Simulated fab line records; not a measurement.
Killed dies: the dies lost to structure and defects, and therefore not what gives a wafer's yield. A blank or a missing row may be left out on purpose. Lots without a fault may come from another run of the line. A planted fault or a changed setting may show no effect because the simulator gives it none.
fab line records	flow gf180mcu
record: lots: 13	wafers: 39	last-day: 34
route steps=602 shown MVPSD@86 CONTACT@289
lots with no fault: from the same line, run without faults
start-h: start of the lot's first displayed wafer, in hours after the record's first day	wait-h: hours elapsed since this lot's preceding step	" the same as in the row above	L1.1+2: several wafers, shown together as one row	- no value present, or no start provided	* or withheld: withheld	< > ~ a bound
route shown NAME@n: names a module that has steps shown in the file, with the first one's number in the route	usual: average and standard deviation across the fault-free wafers	same: alike in all rows	chamber/n: place in a boat	sites: the reading at each site	_std_site: standard deviation of those values	_edge_site: outer sites' mean less inner sites'	radius-mm: for every site, how far away it sits from the centre of the wafer	mask NAME#n: copy n	behind: tool/chamber where the wafer was last shaped	hold: what put the lot on hold/how long, in hours/how the hold closed	device: names the non-switching transistor (n, p or np)	end of line: the route-end tests of the same wafers	a step with no rows: only its recipe	killed: dies lost to structure and defects at the first sort, not the wafer's yield	map: the dies of a wafer, with x for killed, . for not killed, _ for no die there
set.NAME: the setting the step ran with; set.NAME@STEP: the setting that earlier step ran with	model.NAME: the simulator's own value behind a step, which no gauge read
steps of the route over a sample of lots; a table a step, a row a wafer
services: when a tool's chamber went out of use (start-h, in hours from the record's first day, below 0 if earlier), for how many hours, and the reason
== steps ==
step: GF_MVPSD_IMPLANT_08
recipe: species: B	energy-kev: 170	dose-cm2: 1.5e+13	tilt-deg: 0
usual: dose-ions-cm2: 1.5001e+13/1.7e+10
lot.wafer	tool	chamber	start-h	wait-h	dose-ions-cm2
L228.1	implanter-01	0	107.74	0.0	1.5029e+13
L228.2	"	0	"	"	1.5017e+13
L228.4	"	0	"	"	1.4988e+13
L229.1	implanter-01	0	115.69	0.0	1.503e+13
L229.3	"	0	"	"	1.501e+13
L229.6	"	0	"	"	1.5012e+13
L230.2	implanter-02	0	117.84	0.0	1.5002e+13
L230.4	"	0	"	"	1.499e+13
L230.6	"	0	"	"	1.5006e+13
L231.1	implanter-01	0	126.66	0.0	1.5005e+13
L231.3	"	0	"	"	1.4991e+13
L231.6	"	0	"	"	1.5e+13
L232.2	implanter-02	0	132.61	0.0	1.4983e+13
L232.4	"	0	"	"	1.4977e+13
L232.6	"	0	"	"	1.4977e+13
L233.1	implanter-01	0	135.39	0.0	1.5008e+13
L233.3	"	0	"	"	1.5015e+13
L233.4	"	0	"	"	1.5021e+13
L234.1	implanter-01	0	143.69	0.0	1.5019e+13
L234.3	"	0	"	"	1.4983e+13
L234.5	"	0	"	"	1.5028e+13
L236.3	implanter-01	0	152.69	0.1	1.5609e+13
L236.5	"	0	"	"	1.5572e+13
L236.6	"	0	"	"	1.559e+13
L242.1	implanter-02	0	196.09	0.0	1.4993e+13
L242.4	"	0	"	"	1.4971e+13
L242.5	"	0	"	"	1.5035e+13
L246.2	implanter-02	0	218.76	0.0	1.4983e+13
L246.4	"	0	"	"	1.5002e+13
L246.6	"	0	"	"	1.5002e+13
L247.2	implanter-02	0	220.96	0.0	1.5007e+13
L247.3	"	0	"	"	1.499e+13
L247.4	"	0	"	"	1.5028e+13
L248.1	implanter-02	0	226.56	0.0	1.4991e+13
L248.2	"	0	"	"	1.4998e+13
L248.6	"	0	"	"	1.5022e+13
L249.1	implanter-02	0	234.39	0.0	1.5011e+13
L249.2	"	0	"	"	1.5015e+13
L249.4	"	0	"	"	1.4991e+13
step: GF_VT_IMPLANT_RS_MEAS_49
recipe: thk-meas-gauge: four-point-probe
usual: MVPSD_RS: 1168/3.3
lot.wafer	tool	chamber	start-h	wait-h	MVPSD_RS[ohm/sq]
L228.1	film-metro-03	-	169.88	0.1	1170
L228.2	"	-	"	"	1168
L228.4	"	-	"	"	1167
L229.1	film-metro-01	-	179.13	0.1	1172
L229.3	"	-	"	"	1171
L229.6	"	-	"	"	1171
L230.2	film-metro-01	-	182.00	0.1	1168
L230.4	"	-	"	"	1170
L230.6	"	-	"	"	1168
L231.1	film-metro-03	-	191.76	0.1	1165
L231.3	"	-	"	"	1164
L231.6	"	-	"	"	1163
L232.2	film-metro-03	-	199.40	0.1	1170
L232.4	"	-	"	"	1170
L232.6	"	-	"	"	1173
L233.1	film-metro-04	-	202.63	0.1	1165
L233.3	"	-	"	"	1164
L233.4	"	-	"	"	1163
L234.1	film-metro-04	-	212.19	0.1	1167
L234.3	"	-	"	"	1164
L234.5	"	-	"	"	1166
L236.3	film-metro-03	-	221.15	0.1	1142
L236.5	"	-	"	"	1143
L236.6	"	-	"	"	1141
L242.1	film-metro-04	-	269.13	0.1	1169
L242.4	"	-	"	"	1167
L242.5	"	-	"	"	1169
L246.2	film-metro-03	-	295.16	0.1	1174
L246.4	"	-	"	"	1176
L246.6	"	-	"	"	1170
L247.2	film-metro-04	-	297.61	0.1	1168
L247.3	"	-	"	"	1167
L247.4	"	-	"	"	1171
L248.1	film-metro-04	-	304.32	0.1	1163
L248.2	"	-	"	"	1167
L248.6	"	-	"	"	1161
L249.1	film-metro-04	-	313.08	0.1	1169
L249.2	"	-	"	"	1169
L249.4	"	-	"	"	1168
step: GF_CONTACT_CVD_02
recipe: material: SiO2	target-thk-nm: 860	precursor: TEOS	temp-c: 400	time-s: 95.992	rf-w: 600
usual: heater-power-w: 653/110
lot.wafer	tool	chamber	start-h	wait-h	heater-power-w
L228.1	pecvd-02	2	354.30	0.1	552
L228.2	"	0	"	"	595
L228.4	"	2	"	"	449
L229.1	pecvd-03	1	365.83	0.1	702
L229.3	"	0	"	"	709
L229.6	"	2	"	"	705
L230.2	pecvd-02	0	369.65	0.0	723
L230.4	"	0	"	"	743
L230.6	"	2	"	"	436
L231.1	pecvd-03	2	381.51	0.1	732
L231.3	"	1	"	"	631
L231.6	"	2	"	"	792
L232.2	pecvd-02	0	395.25	0.0	614
L232.4	"	1	"	"	749
L232.6	"	0	"	"	691
L233.1	pecvd-02	2	398.89	0.1	517
L233.3	"	1	"	"	713
L233.4	"	1	"	"	743
L234.1	pecvd-02	1	411.09	0.1	691
L234.3	"	1	"	"	725
L234.5	"	1	"	"	607
L236.3	pecvd-01	1	427.27	0.0	738
L236.5	"	0	"	"	519
L236.6	"	2	"	"	708
L242.1	pecvd-03	0	483.83	0.1	781
L242.4	"	0	"	"	639
L242.5	"	2	"	"	839
L246.2	pecvd-01	1	515.32	0.0	637
L246.4	"	1	"	"	718
L246.6	"	0	"	"	476
L247.2	pecvd-01	0	519.16	0.0	507
L247.3	"	1	"	"	744
L247.4	"	2	"	"	609
L248.1	pecvd-02	0	522.32	0.1	709
L248.2	"	1	"	"	634
L248.6	"	2	"	"	550
L249.1	pecvd-01	0	533.40	0.1	509
L249.2	"	2	"	"	694
L249.4	"	0	"	"	409
step: GF_CONTACT_CMP_04
recipe: material: SiO2	down-force-psi: 4	platen-rpm: 60	pad-velocity-m-s: 0.94248
usual: motor-current-A: 11.9/0.9	time-to-endpoint-s: 113/5.4
lot.wafer	tool	chamber	start-h	wait-h	motor-current-A	time-to-endpoint-s
L228.4	cmp-01	0	354.43	0.0	11.5	112
L228.2	"	1	"	"	11.3	119
L228.1	"	3	"	"	10.9	113
L229.1	cmp-01	3	365.96	0.1	11.5	118
L229.3	"	1	"	"	11.1	115
L229.6	"	3	"	"	11.4	123
L230.4	cmp-02	1	369.83	0.1	13.7	114
L230.2	"	2	"	"	12.6	114
L230.6	"	1	"	"	12.5	112
L231.3	cmp-02	1	381.69	0.1	12.5	102
L231.1	"	3	"	"	10.4	104
L231.6	"	1	"	"	12.4	110
L232.4	cmp-02	1	395.43	0.1	13.2	120
L232.2	"	2	"	"	12.3	111
L232.6	"	0	"	"	12.3	124
L233.4	cmp-01	1	399.02	0.0	12.1	119
L233.3	"	2	"	"	12.4	125
L233.1	"	3	"	"	10.9	117
L234.1	cmp-02	3	411.26	0.1	9.8	106
L234.3	"	0	"	"	12.6	117
L234.5	"	3	"	"	10.3	120
L236.3	cmp-02	2	427.40	0.0	13.3	108
L236.6	"	2	"	"	12.8	116
L236.5	"	3	"	"	10.8	114
L242.4	cmp-01	1	484.06	0.1	11.0	112
L242.1	"	2	"	"	12.5	106
L242.5	"	3	"	"	11.6	108
L246.2	cmp-02	0	515.74	0.3	11.5	109
L246.4	"	1	"	"	12.5	112
L246.6	"	1	"	"	12.9	114
L247.2	cmp-01	2	519.29	0.0	12.6	112
L247.4	"	0	"	"	10.6	113
L247.3	"	1	"	"	11.5	109
L248.2	cmp-01	1	522.45	0.0	11.0	111
L248.1	"	0	"	"	10.9	109
L248.6	"	1	"	"	10.7	113
L249.2	cmp-02	2	533.58	0.1	12.2	116
L249.1	"	3	"	"	10.7	110
L249.4	"	0	"	"	12.9	123
step: GF_CONTACT_CMP_27
recipe: stop-on: SiO2	down-force-psi: 3.5	platen-rpm: 60	t-overpolish-s: 15	target-thk-nm: 0	pad-velocity-m-s: 0.94248
usual: motor-current-A: 10.8/0.81	overpolish-run-s: 14.999/0.009	time-to-endpoint-s: 72.3/2.6
lot.wafer	tool	chamber	start-h	wait-h	motor-current-A	overpolish-run-s	time-to-endpoint-s
L228.1	cmp-01	2	377.86	0.1	11.1	14.988	72.1
L228.2	"	0	"	"	9.5	15.002	75.5
L228.4	"	1	"	"	10.9	15.000	71.8
L229.3	cmp-02	2	389.47	0.0	11.6	15.008	70.0
L229.1	"	3	"	"	9.7	14.991	71.8
L229.6	"	2	"	"	11.7	14.988	71.8
L230.2	cmp-02	2	393.73	0.1	11.8	14.983	70.7
L230.4	"	0	"	"	11.9	14.994	69.9
L230.6	"	2	"	"	10.9	15.001	70.6
L231.1	cmp-02	2	405.41	0.1	11.1	15.010	70.5
L231.3	"	0	"	"	12.1	14.991	71.0
L231.6	"	2	"	"	11.8	15.006	71.6
L232.4	cmp-01	2	419.97	0.0	11.5	14.977	72.5
L232.2	"	0	"	"	9.8	14.997	73.9
L232.6	"	2	"	"	11.7	15.003	73.3
L233.1	cmp-02	1	424.35	0.1	12.3	14.999	76.4
L233.3	"	2	"	"	11.8	15.010	74.4
L233.4	"	0	"	"	11.8	14.987	76.5
L234.3	cmp-01	3	436.36	0.1	9.8	14.997	73.4
L234.1	"	0	"	"	9.3	15.008	75.3
L234.5	"	2	"	"	11.1	15.009	72.9
L236.3	cmp-02	1	453.43	0.0	12.3	15.007	67.7
L236.5	"	1	"	"	11.7	15.009	71.2
L236.6	"	2	"	"	11.5	15.004	67.6
L242.1	cmp-01	3	509.08	0.1	11.0	15.008	70.4
L242.4	"	1	"	"	10.7	15.015	75.1
L242.5	"	3	"	"	9.8	15.000	75.9
L246.2	cmp-02	3	539.80	0.1	9.7	14.985	73.8
L246.4	"	0	"	"	11.2	14.995	73.2
L246.6	"	2	"	"	11.6	14.985	75.1
L247.3	cmp-01	2	544.10	0.0	11.5	15.007	70.9
L247.4	"	0	"	"	10.2	14.989	73.3
L247.2	"	1	"	"	10.9	14.991	75.1
L248.1	cmp-01	1	546.55	0.1	10.6	15.001	69.1
L248.2	"	2	"	"	11.0	14.999	65.1
L248.6	"	2	"	"	11.9	15.001	69.5
L249.1	cmp-01	1	557.14	0.1	10.5	15.007	65.9
L249.2	"	2	"	"	11.6	14.997	70.3
L249.4	"	3	"	"	10.5	15.007	66.3
== services ==
tool	chamber	start-h	hours	kind
cmp-01	-	90.19	6.6	pm
cmp-02	-	113.88	12.2	repair
cmp-01	-	129.83	0.9	repair
cmp-01	-	132.64	4.6	repair
cmp-02	-	143.33	8.4	pm
cmp-02	-	161.14	2.3	repair
cmp-01	-	174.61	0.4	repair
cmp-02	-	214.30	0.5	repair
cmp-02	-	232.00	4.0	pm
cmp-01	-	239.33	1.9	repair
cmp-01	-	289.52	0.6	repair
cmp-02	-	292.11	1.7	repair
cmp-02	-	322.25	1.0	repair
cmp-02	-	330.87	1.5	repair
cmp-01	-	340.69	0.9	repair
cmp-01	-	342.79	1.5	repair
cmp-01	-	383.69	0.7	repair
cmp-02	-	388.21	1.2	repair
cmp-01	-	400.61	3.0	pm
cmp-01	-	404.27	4.0	pm
cmp-02	-	412.50	1.0	repair
cmp-01	-	417.26	2.1	repair
cmp-02	-	477.32	2.1	repair
cmp-02	-	494.01	0.5	repair
== key ==
first-sign: step: GF_MVPSD_IMPLANT_08	reading: dose-ions-cm2	direction: up	sigmas: 34	usual: 1.5001e+13	struck: 1.559e+13
effect: step: GF_VT_IMPLANT_RS_MEAS_49	reading: MVPSD_RS	direction: down	sigmas: 7.7	usual: 1168	struck: 1142
met-at GF_MVPSD_IMPLANT_08
struck-lots L236
rows-end L236.6
tester-left-out L236
not-acting-at GF_CONTACT_CVD_02,GF_CONTACT_CMP_04,GF_CONTACT_CMP_27
onset-between 143.69 152.69
fault: kind: process-parameter-drift	tool: implanter-01	chamber: -	onset-h: 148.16	steps: GF_MVPSD_IMPLANT_08	channel: dose-cm2	offset: 6.0425e+11	shape: step	end-h: 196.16	acts-in: these-recipes-only	stated: 1.5e+13
tester-left-out: of these lots the tester's yield and bins aren't shown, on N5 and GAA mostly nor the transistor test; their killed dies are dies lost to structure and defects alone, not to doping, threshold or leakage, so they don't give the yield
rows-end: these wafers met a further fault down the route, and their rows from its step on are left out
